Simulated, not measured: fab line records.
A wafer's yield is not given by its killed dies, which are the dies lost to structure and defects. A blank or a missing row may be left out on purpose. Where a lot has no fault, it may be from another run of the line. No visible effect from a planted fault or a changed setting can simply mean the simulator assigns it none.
Which tool was responsible?	flow sky130	12 lots with 36 wafers sampled at 5 steps, on a route of 708 steps

== WHAT THE GAUGES SHOWED, per wafer ==
SKY_POLY_GATE_THK_MEAS_21.
lot	measured	on	POLY_GATE_OXIDATION_THK (nm)
L229	day 16 09:13	film_metro-04	3.97 4.03 4.07
L230	day 16 22:06	film_metro-01	4.00 3.87 3.90
L232	day 17 22:55	film_metro-02	3.90 3.95 3.95
L233	day 17 22:55	film_metro-01	4.09 4.07 4.01
L234	day 18 11:15	film_metro-02	3.77 3.82 3.92
L241	day 21 16:36	film_metro-04	3.98 3.95 3.93
L246	day 22 22:10	film_metro-04	4.02 4.12 4.10
L247	day 22 21:01	film_metro-04	4.03 3.95 4.05
L248	day 23 07:36	film_metro-02	4.01 4.00 4.09
L250	day 24 03:38	film_metro-04	4.07 4.12 4.05
L251	day 24 11:53	film_metro-04	4.08 4.09 4.13
L252	day 25 14:42	film_metro-04	4.11 3.94 4.04

SKY_LDD_LDN_TW_MEAS_13.
lot	measured	on	LDD_LDN_TW
L229	day 22 17:09	film_metro-02	1475 1474 1469
L230	day 23 07:38	film_metro-03	1502 1505 1504
L232	day 24 10:06	film_metro-04	1475 1481 1484
L233	day 24 10:10	film_metro-03	1504 1511 1499
L234	day 24 21:37	film_metro-02	1583 1585 1599
L241	day 27 23:37	film_metro-04	1589 1587 1586
L246	day 29 03:44	film_metro-02	1492 1479 1483
L247	day 29 02:20	film_metro-02	1478 1485 1479
L248	day 29 12:35	film_metro-02	1486 1481 1491
L250	day 30 06:32	film_metro-03	1506 1505 1495
L251	day 30 12:59	film_metro-03	1509 1509 1500
L252	day 31 14:11	film_metro-04	1481 1491 1477

== TOOL THAT RAN EACH LOT (tool first, then ch and the chambers of the sampled wafers, then the start) ==
lot	SKY_SONOS_ONO_STRIP_17	SKY_LDD_HVP_STRIP_09	SKY_LDD_LDN_IMPLANT_08
L229	plasma_asher-03 ch 0,1, day 12 14:33	plasma_asher-03 ch 0,1, day 21 09:49	implanter-01 ch 0, day 22 16:28
L230	plasma_asher-02 ch 0,1, day 12 22:27	plasma_asher-04 ch 0,1, day 21 23:48	implanter-02 ch 0, day 23 06:56
L232	plasma_asher-01 ch 0,1, day 13 20:06	plasma_asher-04 ch 0,1, day 23 02:56	implanter-02 ch 0, day 24 09:25
L233	plasma_asher-02 ch 0,1, day 13 22:01	plasma_asher-03 ch 0,1, day 23 03:11	implanter-03 ch 0, day 24 09:26
L234	plasma_asher-03 ch 0,1, day 14 06:38	plasma_asher-03 ch 0,1, day 23 14:47	implanter-01 ch 0, day 24 20:31
L241	plasma_asher-01 ch 0,1, day 17 10:27	plasma_asher-02 ch 0,1, day 26 17:35	implanter-03 ch 0, day 27 22:37
L246	plasma_asher-01 ch 0,1, day 18 13:55	plasma_asher-02 ch 0,1, day 27 22:08	implanter-03 ch 0, day 29 03:02
L247	plasma_asher-03 ch 1, day 18 16:05	plasma_asher-02 ch 1, day 27 20:59	implanter-03 ch 0, day 29 01:39
L248	plasma_asher-01 ch 0,1, day 19 03:20	plasma_asher-04 ch 0,1, day 28 07:44	implanter-03 ch 0, day 29 11:53
L250	plasma_asher-03 ch 0,1, day 19 21:15	plasma_asher-02 ch 0,1, day 29 01:59	implanter-02 ch 0, day 30 05:52
L251	plasma_asher-03 ch 0,1, day 20 04:16	plasma_asher-04 ch 1, day 29 08:33	implanter-01 ch 0, day 30 12:18
L252	plasma_asher-03 ch 0,1, day 21 11:01	plasma_asher-04 ch 0,1, day 30 10:08	implanter-02 ch 0, day 31 13:29
- SKY_SONOS_ONO_STRIP_17: strips in O2/N2.
- SKY_LDD_HVP_STRIP_09: strips in O2/N2.
- SKY_LDD_LDN_IMPLANT_08

== WHAT THE TOOLS THEMSELVES READ (means of the sampled wafers that have a number; where no wafer has one, the mark that the record gives instead) ==
SKY_SONOS_ONO_STRIP_17.
lot	tool	drypump_motor_current_A (A)	oes_product_au (a.u.)	strip_time_to_endpoint_s (s)
L229	plasma_asher-03	5.6	0.710	14.15
L230	plasma_asher-02	6.0	0.713	14.10
L232	plasma_asher-01	5.8	0.709	14.16
L233	plasma_asher-02	6.0	0.712	14.05
L234	plasma_asher-03	5.9	0.710	14.08
L241	plasma_asher-01	5.4	0.711	14.15
L246	plasma_asher-01	5.8	0.709	14.03
L247	plasma_asher-03	6.2	0.710	14.09
L248	plasma_asher-01	5.8	0.712	14.06
L250	plasma_asher-03	5.9	0.705	14.03
L251	plasma_asher-03	5.6	0.710	14.06
L252	plasma_asher-03	5.9	0.713	14.10

SKY_LDD_HVP_STRIP_09.
lot	tool	drypump_motor_current_A (A)	oes_product_au (a.u.)	strip_time_to_endpoint_s (s)
L229	plasma_asher-03	5.9	0.406	4.133
L230	plasma_asher-04	6.1	0.411	4.139
L232	plasma_asher-04	6.0	0.406	4.109
L233	plasma_asher-03	5.9	0.407	4.141
L234	plasma_asher-03	5.9	0.406	4.153
L241	plasma_asher-02	5.8	0.406	4.138
L246	plasma_asher-02	5.7	0.409	4.137
L247	plasma_asher-02	6.2	0.409	4.133
L248	plasma_asher-04	6.1	0.410	4.126
L250	plasma_asher-02	6.0	0.409	4.137
L251	plasma_asher-04	6.2	0.406	4.118
L252	plasma_asher-04	6.1	0.410	4.111

== THE ANSWER, worked out from the rows above alone ==
Rule: what is usual is taken from the lots themselves. The widest of any qualifying gaps counts: lots, ordered by their means at a reading, are off when they make up no more than a third of the lots, leave a main group of 4 or more, and stand apart from it by 3 or more times the standard deviation of that group's means. Not used: any main group whose means are identical at the precision the tables above print for the reading. Also off: a lot with no number at a reading for which 4 or more lots have one. Where the step has rows for the other lots, those lots are counted as sound. The gauges are gone through in route order, then the tools' own readings, and for those a lot's mean is taken as printed above. The first step at which some lot is off is used, and at that step the reading that is off furthest; a lot without a number counts as furthest.
Off: L234, L241, at SKY_LDD_LDN_TW_MEAS_13 (LDD_LDN_TW). The main group: mean 1490, standard deviation 12.
If a tool, at a process step before that reading, ran all the lots that are off and no sound lot after the first of them, it fits. Gauges at SKY_LDD_LDN_TW_MEAS_13: tried the same way as those tools. No candidate that was tried fits.

== WHAT HAD BEEN PUT IN BY THE SIMULATOR ==
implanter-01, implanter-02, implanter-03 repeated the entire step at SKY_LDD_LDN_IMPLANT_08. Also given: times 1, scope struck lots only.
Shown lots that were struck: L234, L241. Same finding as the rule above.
